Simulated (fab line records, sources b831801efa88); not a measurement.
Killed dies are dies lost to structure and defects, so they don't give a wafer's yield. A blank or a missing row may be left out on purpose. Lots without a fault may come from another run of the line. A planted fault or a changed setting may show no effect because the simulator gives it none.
Chamber matching | flow sky130 | SKY_VIA4_CMP_21 on cmp-01: 4 sister chambers
The step polishes, stops on SiO2, t overpolish 25 s, target thk 0 nm. 4 wafers are shown with their chamber, then 7 later ones without.

WAFERS WITH THEIR CHAMBER
wafer  | chamber | motor_current_A (A)
L315.5 | 1       | 13.7
L315.6 | 2       | 12.0
L316.4 | 3       | 9.2
L316.5 | 0       | 10.3

WAFERS WITHOUT THEIR CHAMBER
wafer  | motor_current_A (A)
L316.6 | 9.5
L319.1 | 9.2
L319.2 | 10.7
L319.5 | 12.3
L321.1 | 11.1
L321.3 | 13.2
L321.4 | 10.2

WHICH CHAMBER EACH WENT THROUGH
wafer  | from the rows above     | in truth
L316.6 | can't be placed: 3 or 0 | 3
L319.1 | 3                       | 3
L319.2 | 0                       | 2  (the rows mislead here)
L319.5 | 2                       | 2
L321.1 | can't be placed: 0 or 2 | 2
L321.3 | can't be placed: 1 or 2 | 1
L321.4 | 0                       | 0
Placed correctly: 3 of 7. Can't be placed from these rows: 3 (the true chamber is among the candidates in 3). Placed wrongly: 1.
How it was worked out, from the rows above alone: a wafer's distance from a chamber is the root of the sum, over the readings, of the square of ((its reading less the chamber's mean) divided by the reading's scatter). The wafer belongs to the nearest chamber; if the next one is less than 2 further off, it can't be placed. A chamber's mean is the mean of its shown wafers. The scatter: with one shown wafer a chamber, the root of the mean of the squares of how far each hidden wafer lies from its nearest shown one.
